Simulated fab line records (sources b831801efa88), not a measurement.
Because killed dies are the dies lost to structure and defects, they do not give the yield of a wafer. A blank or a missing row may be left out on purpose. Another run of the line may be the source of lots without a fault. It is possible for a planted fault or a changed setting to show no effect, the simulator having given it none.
What tool caused it?    flow gf180mcu    6 lots (18 wafers sampled), 1 step of a 602-step route

== WHAT THE GAUGES SHOWED, per wafer ==
GF_STI_THK_MEAS_04.
lot   measured     on             STI_CVD_03_THK (nm)
L118  day 1 18:34  film-metro-01  214.9 218.2 216.9
L120  day 2 05:45  film-metro-03  216.5 218.0 217.3
L122  day 2 14:52  film-metro-01  218.5 218.0 218.2
L124  day 3 00:35  film-metro-03  215.1 215.8 215.9
L131  day 4 11:35  film-metro-02  216.9 217.6 218.1
L137  day 5 17:34  film-metro-03  217.5 215.9 216.5

== WHAT TOOL EACH LOT RAN ON (gives the tool, then ch and the chambers of the sampled wafers, and finally the start) ==
The record holds no process step before these readings.

== THE ANSWER, worked out from the rows above alone ==
Rule: the usual values come from the lots themselves. Put in order of their means at a reading, lots are off if they are a third of the lots or fewer, leave a main group of 4 or more, and stand apart from it by a gap of 3 or more times the standard deviation of the main group's means; of several such gaps the widest counts. Not used: any main group whose means are identical at the precision the tables above print for the reading. A lot without any number at a reading at which 4 lots or more have one is off too. All remaining lots with rows at the step are treated as sound.
No lot is off on any of the readings shown, so nothing can be concluded from this.

== WHAT THE SIMULATOR HAD INSERTED ==
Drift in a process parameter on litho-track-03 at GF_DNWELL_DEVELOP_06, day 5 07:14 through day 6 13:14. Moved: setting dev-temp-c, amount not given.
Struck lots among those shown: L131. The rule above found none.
